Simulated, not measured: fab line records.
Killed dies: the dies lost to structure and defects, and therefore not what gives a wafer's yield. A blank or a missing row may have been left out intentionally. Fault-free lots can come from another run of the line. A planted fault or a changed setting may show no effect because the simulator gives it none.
Comparing a struck lot with a sound one | flow sky130 | 14 out of 708 route steps
Sound: wafers L281.1, L281.4, L281.6. Wafers L284.1, L284.4, L284.5 were the ones struck. At the end, the cause is stated.
Each step with rows lists, per side, the tool, then ch with its chambers, then its first start. Under that, the readings that differ: sound wafers | struck wafers | difference of the means | sigmas: that difference in standard deviations of wafers without a fault.
alike: readings whose means differ by less than 2 such deviations, and words and numbers that are the same on both sides. not compared: withheld readings, readings that some wafer has no value for, bounds like >300 that may hide the same value, and numbers for which the record gives no deviation and whose values overlap.
Wherever a step has rows on one side only, a row that says differs or no value, or a row with sigmas, the two part there. Numbers that have no deviation but don't overlap get no sigmas and don't part them. Lack of a reading on every wafer of one side parts them only where that side has two or more wafers.

first, 3 steps without rows for these wafers: SKY_LDD_P_EXPOSE_04 (exposes mask PSDM, target cd 380 nm); SKY_LDD_P_PEB_05; SKY_LDD_P_DEVELOP_06 (develop time 60 s).
SKY_LDD_P_CD_MEAS_07: the cd target is 380 nm.
  sound on cd_sem-01, day 19 15:08; struck on cd_sem-01, day 20 19:02
  reading    | sound             | struck            | difference | sigmas
  cd_nm (nm) | 377.4 378.1 378.5 | 382.1 382.3 381.5 | +4.0       | +2
SKY_LDD_P_OVL_MEAS_08:
  sound on overlay-02, day 19 15:16; struck on overlay-02, day 20 19:09
  alike: LDD_P_OVL
following that, these wafers have no rows for 1 step: SKY_LDD_P_IMPLANT_09.
SKY_LDD_P_STRIP_10: strips in O2/N2.
  sound on plasma_asher-03 ch 0,1, day 19 15:27; struck on plasma_asher-03 ch 0,1, day 20 19:20
  alike: drypump_motor_current_A, o2_flow_sccm, oes_product_au, strip_time_to_endpoint_s
  not compared: rf_hours_counter_h
SKY_LDD_P_TW_MEAS_11:
  sound on film_metro-04, day 19 15:33; struck on film_metro-04, day 20 19:26
  alike: LDD_P_TW
then, 4 steps without rows for these wafers: SKY_LDD_HVN_DEHYDRATE_00 (time 60 s); SKY_LDD_HVN_HMDS_01 (prime time 60 s); SKY_LDD_HVN_COAT_02 (resist thk 300 nm); SKY_LDD_HVN_SOFTBAKE_03 (time 60 s).
SKY_LDD_HVN_EXPOSE_04: exposes mask HVNTM, target cd 700 nm.
  sound on iline_stepper-02 ch 0, day 20 07:13; struck on iline_stepper-02 ch 0, day 21 10:41
  reading | sound                   | struck                           | difference | sigmas
  mask    | HVNTM#0 HVNTM#0 HVNTM#0 | HVNTM_R1#0 HVNTM_R1#0 HVNTM_R1#0 | differs    |
following that, these wafers have no rows for 1 step: SKY_LDD_HVN_PEB_05.

== WHERE THEY PART ==
Last at SKY_LDD_HVN_EXPOSE_04 as far as this record goes, first at SKY_LDD_P_CD_MEAS_07.

WHY: what had been put in by the simulator
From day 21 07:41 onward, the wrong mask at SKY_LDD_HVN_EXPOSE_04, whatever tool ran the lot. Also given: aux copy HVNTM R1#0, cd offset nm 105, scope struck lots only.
